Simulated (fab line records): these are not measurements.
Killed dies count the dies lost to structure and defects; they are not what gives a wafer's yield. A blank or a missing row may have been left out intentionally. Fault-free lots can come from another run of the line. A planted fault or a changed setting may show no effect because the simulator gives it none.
Chamber matching ; flow sfq line ; cmp-02 running SFQ_TRILAYER_I4_CMP_CMP_100: 4 sister chambers
The step polishes SiO2. 8 wafers are shown with their chamber, then 8 later ones without.

## WAFERS, EACH WITH ITS CHAMBER
wafer;chamber;motor current A (A);time to endpoint s (s)
L925.5;1;10.2;222
L936.3;2;10.7;212
L937.5;3;8.9;217
L937.6;0;9.1;221
L940.1;2;10.2;228
L940.2;0;9.6;228
L940.4;1;10.0;230
L942.3;3;8.6;208

## WAFERS WHOSE CHAMBER IS MISSING
wafer;motor current A (A);time to endpoint s (s)
L942.5;10.5;218
L942.6;10.2;220
L943.1;9.9;221
L943.2;10.1;212
L943.5;10.4;216
L946.1;10.6;216
L946.2;9.4;219
L946.5;10.8;228

## EACH ONE'S CHAMBER
wafer;from the rows above;in truth
L942.5;can't be placed: 2 or 1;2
L942.6;can't be placed: 1 or 2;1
L943.1;can't be placed: 1 or 2 or 0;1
L943.2;can't be placed: 2 or 1 or 0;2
L943.5;can't be placed: 2 or 1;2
L946.1;can't be placed: 2 or 1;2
L946.2;can't be placed: 0 or 3 or 1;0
L946.5;can't be placed: 2 or 1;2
Placed correctly: 0 of 8. Cannot be placed on the basis of these rows: 8; the candidates contain the true chamber in 8. 0 placed wrongly.
How it was worked out, from the rows above alone: a wafer's distance from a chamber is the root of the sum, over the readings, of the square of ((its reading less the chamber's mean) divided by the reading's scatter). The wafer belongs to the nearest chamber; if the next one is less than 2 further off, it can't be placed. For every chamber, the mean is computed from those of its wafers that are shown. How the scatter is found: for the shown wafers, subtract from each reading the mean of its chamber, square and add these, divide the total by (wafers less chambers), then take the root.
